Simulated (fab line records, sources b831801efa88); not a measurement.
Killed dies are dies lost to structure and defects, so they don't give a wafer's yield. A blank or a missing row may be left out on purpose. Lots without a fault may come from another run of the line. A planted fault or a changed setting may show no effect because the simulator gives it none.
fab line records | flow sky130
record lots=5 wafers=15 last_day=49
route steps=708 shown VT_ADJUST_LVTN@105 VT_ADJUST_NCORE@119 VT_ADJUST_HVTR@131
lots that met no fault: from a run of the same line without faults
start_h: hours from the record's first day to the start of the lot's first wafer shown | wait_h: hours since the lot's step before | " the same as in the row above | L1.1+2: a row that stands for several wafers | - no value, or no start given | * or withheld: withheld | < > ~ a bound
route shown NAME@n: a module of which the file shows steps, and the number in the route of the first | usual: mean/standard deviation of fault-free wafers | same: alike in all rows | chamber/n: place in a boat | sites: the reading at each site | _std_site: their standard deviation | _edge_site: outer sites' mean less inner sites' | radius_mm: how far each site lies from the wafer's centre | mask NAME#n: copy n | behind: the tool/chamber that last shaped the wafer | hold: why the lot was held/for how many hours/how that ended | device: the transistor (n, p or np) that didn't switch | end of line: the same wafers' tests at the end of the route | a step without rows: its recipe alone | killed: dies lost to structure and defects at the first sort, not the wafer's yield | map: a wafer's dies, x killed, . not, _ none there
set.NAME: the setting as run; set.NAME@STEP: as run at that earlier step | model.NAME: the simulator's own value behind a step, which no gauge read
lots at some steps of the route; a table a step, a row a wafer
services: from which hour (start_h, from the record's first day; less than 0 if before it) a tool's chamber was out of use, for how many hours, and why
## steps
# step SKY_VT_ADJUST_LVTN_IMPLANT_08
# recipe species=B energy_kev=30 dose_cm2=1.57e+12 tilt_deg=withheld
# step SKY_VT_ADJUST_LVTN_STRIP_09
# recipe chemistry=O2/N2 power_w=1400 pressure_mtorr=1500 platen_temp_c=withheld o2_flow_sccm=3000 n2_flow_sccm=300 overash_fraction=0.5
# usual drypump_motor_current_A=5.8/0.35 oes_product_au=0.723/0.0048 strip_time_to_endpoint_s=36.95/0.093
# columns lot.wafer tool chamber start_h wait_h drypump_motor_current_A oes_product_au rf_hours_counter_h strip_time_to_endpoint_s
L305.2 plasma_asher-04 1 227.35 0.1 5.9 0.723 54 36.89
L305.5 " 1 " " 5.9 0.721 - 37.09
L305.6 " 0 " " 6.0 0.729 - 37.05
L306.1 plasma_asher-02 1 233.38 0.1 5.8 0.717 10 36.99
L306.2 " 0 " " 4.8 0.724 10 36.96
L306.5 " 0 " " 4.8 0.718 - 36.98
L308.1 plasma_asher-03 1 246.35 0.1 6.1 0.722 59 36.94
L308.5 " 1 " " 6.2 0.715 - 36.82
L308.6 " 0 " " 5.7 0.721 - 36.83
L312.1 plasma_asher-03 1 271.30 0.1 6.1 0.728 61 37.02
L312.4 " 1 " " 6.1 0.729 - 36.86
L312.6 " 0 " " 5.7 0.725 - 36.98
L311.2 plasma_asher-03 1 276.95 0.1 6.2 0.721 62 36.87
L311.4 " 0 " " 5.7 0.723 - 36.90
L311.6 " 0 " " 5.7 0.722 - 36.91
# step SKY_VT_ADJUST_LVTN_TW_MEAS_10
# usual VT_ADJUST_LVTN_TW=242.1/2.5
# columns lot.wafer tool chamber start_h wait_h VT_ADJUST_LVTN_TW
L305.2 film_metro-01 - 227.46 0.1 239.0
L305.5 " - " " 240.0
L305.6 " - " " 239.4
L306.1 film_metro-02 - 233.48 0.1 245.4
L306.2 " - " " 245.3
L306.5 " - " " 246.3
L308.1 film_metro-01 - 246.45 0.1 239.1
L308.5 " - " " 240.4
L308.6 " - " " 238.9
L312.1 film_metro-02 - 271.40 0.1 245.0
L312.4 " - " " 244.9
L312.6 " - " " 245.9
L311.2 film_metro-03 - 277.06 0.1 241.6
L311.4 " - " " 242.5
L311.6 " - " " 242.0
# step SKY_VT_ADJUST_LVTN_DEHYDRATE_11
# recipe temp_c=200 time_s=60
# step SKY_VT_ADJUST_LVTN_HMDS_12
# recipe prime_time_s=60 prime_temp_c=120
# step SKY_VT_ADJUST_LVTN_COAT_13
# recipe resist=NOVOLAK spin_rpm=3000 resist_thk_nm=1140
# step SKY_VT_ADJUST_LVTN_SOFTBAKE_14
# recipe temp_c=90 time_s=60 resist=NOVOLAK
# step SKY_VT_ADJUST_LVTN_EXPOSE_15
# recipe mask_id=HVN_STD_DERIVED na=0.6 source_shape=conventional sigma_outer=0.6 polarization=unpolarized target_cd_nm=600 dose_mj=163
# step SKY_VT_ADJUST_LVTN_PEB_16
# recipe temp_c=withheld time_s=* resist=NOVOLAK
# step SKY_VT_ADJUST_LVTN_DEVELOP_17
# recipe resist=NOVOLAK developer=TMAH develop_time_s=60 dev_temp_c=23
# step SKY_VT_ADJUST_LVTN_OVL_MEAS_18
# usual VT_ADJUST_LVTN_01_OVL=-0.9/1.9
# columns lot.wafer tool chamber start_h wait_h VT_ADJUST_LVTN_01_OVL[nm]
L305.2 overlay-02 - 249.78 0.1 -0.2
L305.5 " - " " -0.3
L305.6 " - " " -0.5
L306.1 overlay-01 - 256.89 0.1 0.2
L306.2 " - " " -0.3
L306.5 " - " " 0.2
L308.1 overlay-02 - 270.27 0.1 -3.0
L308.5 " - " " -2.5
L308.6 " - " " -1.5
L312.1 overlay-01 - 296.57 0.1 2.2
L312.4 " - " " 1.3
L312.6 " - " " 1.1
L311.2 overlay-02 - 302.50 0.1 -1.2
L311.4 " - " " -3.2
L311.6 " - " " -2.1
# step SKY_VT_ADJUST_LVTN_IMPLANT_19
# recipe species=B energy_kev=30 dose_cm2=6.5e+11 tilt_deg=withheld
# step SKY_VT_ADJUST_LVTN_STRIP_20
# recipe chemistry=O2/N2 power_w=1400 pressure_mtorr=1500 platen_temp_c=withheld o2_flow_sccm=3000 n2_flow_sccm=300 overash_fraction=0.5
# usual drypump_motor_current_A=5.7/0.44 oes_product_au=0.716/0.0047 strip_time_to_endpoint_s=14.20/0.043
# columns lot.wafer tool chamber start_h wait_h drypump_motor_current_A oes_product_au rf_hours_counter_h strip_time_to_endpoint_s model.NOVOLAK_of_VT_ADJUST_LVTN_COAT_13.thk_nm
L305.2 plasma_asher-03 1 249.96 0.1 6.2 0.715 60 14.13 0
L305.5 " 1 " " 6.1 0.717 - 14.20 0
L305.6 " 0 " " 5.6 0.717 - 14.13 0
L306.1 plasma_asher-03 0 257.08 0.1 5.7 0.708 60 14.14 0
L306.2 " 1 " " 6.1 0.719 60 14.18 0
L306.5 " 1 " " 6.1 0.717 - 14.11 0
L308.1 plasma_asher-02 0 270.46 0.1 4.8 0.713 14 14.24 0
L308.5 " 1 " " 5.8 0.713 - 14.20 0
L308.6 " 0 " " 4.8 0.707 - 14.20 0
L312.1 plasma_asher-02 1 296.75 0.1 5.8 0.924 16 - 617.7
L312.4 " 0 " " 4.8 0.901 - - 615.9
L312.6 " 1 " " 5.8 0.910 - - 614.9
L311.2 plasma_asher-04 0 302.68 0.1 6.0 0.715 61 14.13 0
L311.4 " 1 " " 5.9 0.718 - 14.14 0
L311.6 " 1 " " 5.9 0.715 - 14.09 0
# step SKY_VT_ADJUST_LVTN_TW_MEAS_21
# usual VT_ADJUST_LVTN_2_TW=188.1/1.9
# columns lot.wafer tool chamber start_h wait_h VT_ADJUST_LVTN_2_TW
L305.2 film_metro-01 - 250.18 0.2 184.8
L305.5 " - " " 185.7
L305.6 " - " " 186.4
L306.1 film_metro-02 - 257.18 0.1 190.2
L306.2 " - " " 190.0
L306.5 " - " " 189.9
L308.1 film_metro-02 - 270.56 0.1 190.9
L308.5 " - " " 190.6
L308.6 " - " " 191.0
L312.1 film_metro-03 - 296.85 0.1 187.9
L312.4 " - " " 187.6
L312.6 " - " " 188.1
L311.2 film_metro-01 - 302.79 0.1 185.5
L311.4 " - " " 184.0
L311.6 " - " " 185.1
# step SKY_VT_ADJUST_NCORE_DEHYDRATE_00
# recipe temp_c=200 time_s=60
# step SKY_VT_ADJUST_NCORE_HMDS_01
# recipe prime_time_s=60 prime_temp_c=120
# step SKY_VT_ADJUST_NCORE_COAT_02
# recipe resist=NOVOLAK spin_rpm=3000 resist_thk_nm=1140
# step SKY_VT_ADJUST_NCORE_SOFTBAKE_03
# recipe temp_c=90 time_s=60 resist=NOVOLAK
# step SKY_VT_ADJUST_NCORE_EXPOSE_04
# recipe mask_id=LVTN_COMPLEMENT_THIN na=0.6 source_shape=conventional sigma_outer=0.6 polarization=unpolarized target_cd_nm=380 dose_mj=139
# step SKY_VT_ADJUST_NCORE_PEB_05
# recipe temp_c=withheld time_s=* resist=NOVOLAK
# step SKY_VT_ADJUST_NCORE_DEVELOP_06
# recipe resist=NOVOLAK developer=TMAH develop_time_s=60 dev_temp_c=23
# step SKY_VT_ADJUST_NCORE_CD_MEAS_07
# recipe target_cd_nm=380
# usual cd_nm=380.1/2.6
# columns lot.wafer tool chamber start_h wait_h cd_nm
L305.2 cd_sem-02 - 273.78 0.1 376.2
L305.5 " - " " 375.1
L305.6 " - " " 376.0
L306.1 cd_sem-01 - 281.12 0.1 379.9
L306.2 " - " " 378.1
L306.5 " - " " 379.7
L308.1 cd_sem-02 - 295.96 0.1 382.9
L308.5 " - " " 381.4
L308.6 " - " " 379.5
L312.1 cd_sem-01 - 321.72 0.1 382.9
L312.4 " - " " 382.4
L312.6 " - " " 383.0
L311.2 cd_sem-01 - 327.88 0.1 380.2
L311.4 " - " " 378.4
L311.6 " - " " 379.5
# step SKY_VT_ADJUST_NCORE_OVL_MEAS_08
# usual VT_ADJUST_NCORE_OVL=-1.1/1.6
# columns lot.wafer tool chamber start_h wait_h VT_ADJUST_NCORE_OVL[nm]
L305.2 overlay-02 - 273.89 0.1 0.4
L305.5 " - " " -1.7
L305.6 " - " " -0.9
L306.1 overlay-02 - 281.24 0.1 0.2
L306.2 " - " " 0.9
L306.5 " - " " 1.9
L308.1 overlay-02 - 296.08 0.1 -2.0
L308.5 " - " " -0.2
L308.6 " - " " 0.5
L312.1 overlay-01 - 321.84 0.1 0.0
L312.4 " - " " 0.4
L312.6 " - " " -1.3
L311.2 overlay-02 - 327.99 0.1 0.5
L311.4 " - " " -2.5
L311.6 " - " " 0.7
# step SKY_VT_ADJUST_NCORE_IMPLANT_09
# recipe species=B energy_kev=10 dose_cm2=2.4e+12 tilt_deg=withheld
# step SKY_VT_ADJUST_NCORE_STRIP_10
# recipe chemistry=O2/N2 power_w=1400 pressure_mtorr=1500 platen_temp_c=withheld o2_flow_sccm=3000 n2_flow_sccm=300 overash_fraction=0.5
# usual drypump_motor_current_A=5.8/0.41 oes_product_au=0.716/0.0048 strip_time_to_endpoint_s=14.19/0.036
# columns lot.wafer tool chamber start_h wait_h drypump_motor_current_A oes_product_au rf_hours_counter_h strip_time_to_endpoint_s
L305.2 plasma_asher-03 0 274.07 0.1 5.7 0.712 62 14.18
L305.5 " 0 " " 5.7 0.717 - 14.17
L305.6 " 1 " " 6.2 0.708 - 14.16
L306.1 plasma_asher-01 1 281.43 0.1 5.6 0.715 47 14.25
L306.2 " 0 " " 6.3 0.717 47 14.25
L306.5 " 0 " " 6.3 0.710 - 14.20
L308.1 plasma_asher-01 1 296.27 0.1 5.6 0.717 49 14.20
L308.5 " 1 " " 5.6 0.717 - 14.23
L308.6 " 0 " " 6.3 0.716 - 14.20
L312.1 plasma_asher-01 1 322.02 0.1 5.6 0.722 51 23.47
L312.4 " 1 " " 5.7 0.712 - 23.46
L312.6 " 1 " " 5.6 0.722 - 23.43
L311.2 plasma_asher-03 1 328.17 0.1 6.1 0.711 68 14.19
L311.4 " 1 " " 6.1 0.716 - 14.19
L311.6 " 1 " " 6.2 0.715 - 14.16
# step SKY_VT_ADJUST_NCORE_TW_MEAS_11
# usual VT_ADJUST_NCORE_TW=220.3/1.5
# columns lot.wafer tool chamber start_h wait_h VT_ADJUST_NCORE_TW
L305.2 film_metro-02 - 274.18 0.1 222.8
L305.5 " - " " 221.5
L305.6 " - " " 222.1
L306.1 film_metro-03 - 281.53 0.1 219.4
L306.2 " - " " 218.6
L306.5 " - " " 219.8
L308.1 film_metro-04 - 296.37 0.1 220.9
L308.5 " - " " 220.4
L308.6 " - " " 219.8
L312.1 film_metro-02 - 322.12 0.1 30.5
L312.4 " - " " 30.4
L312.6 " - " " 30.4
L311.2 film_metro-04 - 328.28 0.1 220.8
L311.4 " - " " 220.4
L311.6 " - " " 220.6
# step SKY_VT_ADJUST_HVTR_DEHYDRATE_00
# recipe temp_c=200 time_s=60
## services
# columns tool chamber start_h hours kind
plasma_asher-04 - 242.49 2.6 repair
plasma_asher-02 - 282.42 6.6 repair
plasma_asher-02 - 310.47 1.7 repair
plasma_asher-02 - 324.24 2.8 pm
## key
first_sign step=SKY_VT_ADJUST_LVTN_STRIP_20 reading=oes_product_au direction=up sigmas=41 usual=0.716 struck=0.912
effect step=SKY_VT_ADJUST_NCORE_STRIP_10 reading=strip_time_to_endpoint_s direction=up sigmas=99+ usual=* struck=*
effect step=SKY_VT_ADJUST_NCORE_TW_MEAS_11 reading=VT_ADJUST_NCORE_TW direction=down sigmas=99+ usual=220.3 struck=30.4
model_effect step=SKY_VT_ADJUST_LVTN_STRIP_20 value=NOVOLAK_of_VT_ADJUST_LVTN_COAT_13.thk_nm without=0 struck=616.2
met_at SKY_VT_ADJUST_LVTN_STRIP_20
struck_wafers L312.1,L312.4,L312.6
rows_end L312.1,L312.4,L312.6
onset_between 270.46 296.75
fault kind=strip_aborted tool=plasma_asher-02 chamber=- onset_h=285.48 steps=SKY_VT_ADJUST_LVTN_STRIP_20 offset=0.78295 end_h=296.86
# rows_end: these wafers met a further fault down the route, and their rows from its step on are left out
